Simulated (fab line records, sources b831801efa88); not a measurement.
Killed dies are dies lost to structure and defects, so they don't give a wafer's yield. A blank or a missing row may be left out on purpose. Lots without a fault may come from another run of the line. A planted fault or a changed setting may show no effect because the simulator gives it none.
Which tool did it? | flow sky130 | 12 lots, 36 wafers sampled, at 5 steps of a route of 708

WHAT THE GAUGES READ, wafer by wafer
SKY_VIA1_OVL_MEAS_13.
lot  | measured     | on         | VIA1_OVL (nm)
L522 | day 33 21:40 | overlay-01 | 1 1 11
L524 | day 34 12:23 | overlay-02 | 0 -10 -10
L525 | day 35 00:04 | overlay-01 | -7 1 -3
L527 | day 36 05:12 | overlay-01 | -6 -1 0
L528 | day 36 08:35 | overlay-01 | 0 -3 1
L531 | day 37 15:05 | overlay-02 | -6 -5 -3
L533 | day 38 11:11 | overlay-01 | 12 7 14
L539 | day 39 18:46 | overlay-01 | -13 -10 -3
L541 | day 39 21:54 | overlay-01 | -7 5 2
L542 | day 40 20:26 | overlay-01 | -1 4 1
L544 | day 40 23:26 | overlay-02 | -7 -1 -7
L545 | day 41 02:59 | overlay-01 | -1 6 3

WHICH TOOL RAN EACH LOT (tool, then ch and the chambers of the sampled wafers, then the start)
lot  | SKY_LDD_P_COAT_02                 | SKY_LDD_P_STRIP_10                   | SKY_SD_N_RTA_14                  | SKY_METAL1_SPUTTER_03
L522 | litho_track-02 ch 0, day 18 08:07 | plasma_asher-02 ch 0,1, day 18 22:25 | rtp_anneal-02 ch 0, day 27 18:21 | pvd_sputter-03, day 31 13:48
L524 | litho_track-03 ch 0, day 19 02:22 | plasma_asher-01 ch 0,1, day 19 17:47 | rtp_anneal-02 ch 0, day 28 13:50 | pvd_sputter-03, day 32 06:07
L525 | litho_track-03 ch 0, day 19 09:00 | plasma_asher-02 ch 0,1, day 20 01:29 | rtp_anneal-01 ch 0, day 28 23:31 | pvd_sputter-04, day 32 17:43
L527 | litho_track-02 ch 0, day 20 22:52 | plasma_asher-01 ch 0,1, day 21 14:56 | rtp_anneal-01 ch 0, day 30 08:47 | pvd_sputter-02, day 33 23:40
L528 | litho_track-03 ch 0, day 21 01:10 | plasma_asher-04 ch 0,1, day 21 16:50 | rtp_anneal-02 ch 0, day 30 11:08 | pvd_sputter-03, day 34 01:55
L531 | litho_track-01 ch 0, day 22 17:38 | plasma_asher-01 ch 0,1, day 23 09:12 | rtp_anneal-01 ch 0, day 31 19:08 | pvd_sputter-04, day 35 08:59
L533 | litho_track-03 ch 0, day 23 12:21 | plasma_asher-02 ch 0,1, day 24 04:08 | rtp_anneal-02 ch 0, day 32 18:19 | pvd_sputter-03, day 36 06:28
L539 | litho_track-03 ch 0, day 25 06:39 | plasma_asher-01 ch 0,1, day 25 21:18 | rtp_anneal-02 ch 0, day 34 03:20 | pvd_sputter-04, day 37 14:50
L541 | litho_track-02 ch 0, day 25 08:13 | plasma_asher-04 ch 0,1, day 25 23:09 | rtp_anneal-01 ch 0, day 34 06:42 | pvd_sputter-04, day 37 17:44
L542 | litho_track-02 ch 0, day 26 13:47 | plasma_asher-04 ch 0,1, day 27 03:43 | rtp_anneal-02 ch 0, day 35 07:00 | pvd_sputter-03, day 38 17:29
L544 | litho_track-01 ch 0, day 26 15:38 | plasma_asher-01 ch 0,1, day 27 05:29 | rtp_anneal-01 ch 0, day 35 09:31 | pvd_sputter-03, day 38 20:49
L545 | litho_track-01 ch 0, day 26 23:19 | plasma_asher-04 ch 0,1, day 27 14:11 | rtp_anneal-01 ch 0, day 35 14:17 | pvd_sputter-02, day 38 23:45
- SKY_LDD_P_COAT_02: resist thk 1140 nm.
- SKY_LDD_P_STRIP_10: strips in O2/N2.
- SKY_SD_N_RTA_14: time 2 s.
- SKY_METAL1_SPUTTER_03: material Ti, target thk 5 nm, time 3.3 s.

WHAT THE TOOLS THEMSELVES READ (means of the sampled wafers that have a number; where no wafer has one, the mark that the record gives instead)
SKY_LDD_P_STRIP_10.
lot  | tool            | drypump_motor_current_A (A) | o2_flow_sccm (sccm) | oes_product_au (a.u.) | strip_time_to_endpoint_s (s)
L522 | plasma_asher-02 | 5.53                        | 3000                | 0.717                 | 14.20
L524 | plasma_asher-01 | 5.69                        | 3004                | 0.712                 | 14.17
L525 | plasma_asher-02 | 5.58                        | 3002                | 0.716                 | 14.15
L527 | plasma_asher-01 | 5.77                        | 2999                | 0.710                 | 14.23
L528 | plasma_asher-04 | 6.07                        | 3004                | 0.718                 | 14.25
L531 | plasma_asher-01 | 5.67                        | 2993                | 0.715                 | 13.65
L533 | plasma_asher-02 | 5.54                        | 3002                | 0.713                 | 14.25
L539 | plasma_asher-01 | 5.67                        | 3006                | 0.714                 | 14.11
L541 | plasma_asher-04 | 6.08                        | 2994                | 0.715                 | 14.17
L542 | plasma_asher-04 | 5.94                        | 3000                | 0.716                 | 14.17
L544 | plasma_asher-01 | 5.74                        | 3005                | 0.717                 | 14.20
L545 | plasma_asher-04 | 6.08                        | 2983                | 0.716                 | 14.21

SKY_SD_N_RTA_14.
lot  | tool          | chamber_o2_ppm | lamp_power_pct (%) | wafer_temp_C_max
L522 | rtp_anneal-02 | 2.000          | 15.73              | 1078.6
L524 | rtp_anneal-02 | 1.995          | 15.74              | 1078.5
L525 | rtp_anneal-01 | 1.989          | 15.78              | 1077.4
L527 | rtp_anneal-01 | 1.996          | 15.77              | 1077.9
L528 | rtp_anneal-02 | 1.999          | 15.74              | 1078.2
L531 | rtp_anneal-01 | 1.994          | 15.74              | 1077.4
L533 | rtp_anneal-02 | 1.988          | 15.78              | 1078.1
L539 | rtp_anneal-02 | 1.980          | 15.75              | 1077.5
L541 | rtp_anneal-01 | 2.000          | 15.75              | 1078.2
L542 | rtp_anneal-02 | 2.001          | 15.71              | 1078.1
L544 | rtp_anneal-01 | 1.970          | 15.76              | 1077.2
L545 | rtp_anneal-01 | 1.998          | 15.74              | 1079.0

SKY_METAL1_SPUTTER_03.
lot  | tool           | throttle_valve_pct (%)
L522 | pvd_sputter-03 | 29.7
L524 | pvd_sputter-03 | 29.4
L525 | pvd_sputter-04 | 29.5
L527 | pvd_sputter-02 | 30.2
L528 | pvd_sputter-03 | 29.7
L531 | pvd_sputter-04 | 29.8
L533 | pvd_sputter-03 | 29.3
L539 | pvd_sputter-04 | 29.3
L541 | pvd_sputter-04 | 30.1
L542 | pvd_sputter-03 | 29.5
L544 | pvd_sputter-03 | 29.4
L545 | pvd_sputter-02 | 29.9

THE ANSWER, worked out from the rows above alone
Rule: what is usual is taken from the lots themselves. Put in order of their means at a reading, lots are off if they are a third of the lots or fewer, leave a main group of 4 or more, and stand apart from it by a gap of 3 or more times the standard deviation of the main group's means; of several such gaps the widest counts. A main group whose means are all the same, to the digits that the tables above print for the reading, isn't used. A lot without any number at a reading at which 4 lots or more have one is off too. The other lots that the step has rows for count as sound. The gauges are gone through in route order, then the tools' own readings, and for those a lot's mean is taken as printed above. The first step at which some lot is off is used, and at that step the reading that is off furthest; a lot without a number counts as furthest.
Off: L531, at SKY_LDD_P_STRIP_10 (strip_time_to_endpoint_s). The main group: mean 14.19 s, standard deviation 0.041.
A tool fits if, at that step or a process step before it, it ran every lot that is off, and no sound lot after the first of them. None of those tried fits.

WHAT THE SIMULATOR HAD PUT IN
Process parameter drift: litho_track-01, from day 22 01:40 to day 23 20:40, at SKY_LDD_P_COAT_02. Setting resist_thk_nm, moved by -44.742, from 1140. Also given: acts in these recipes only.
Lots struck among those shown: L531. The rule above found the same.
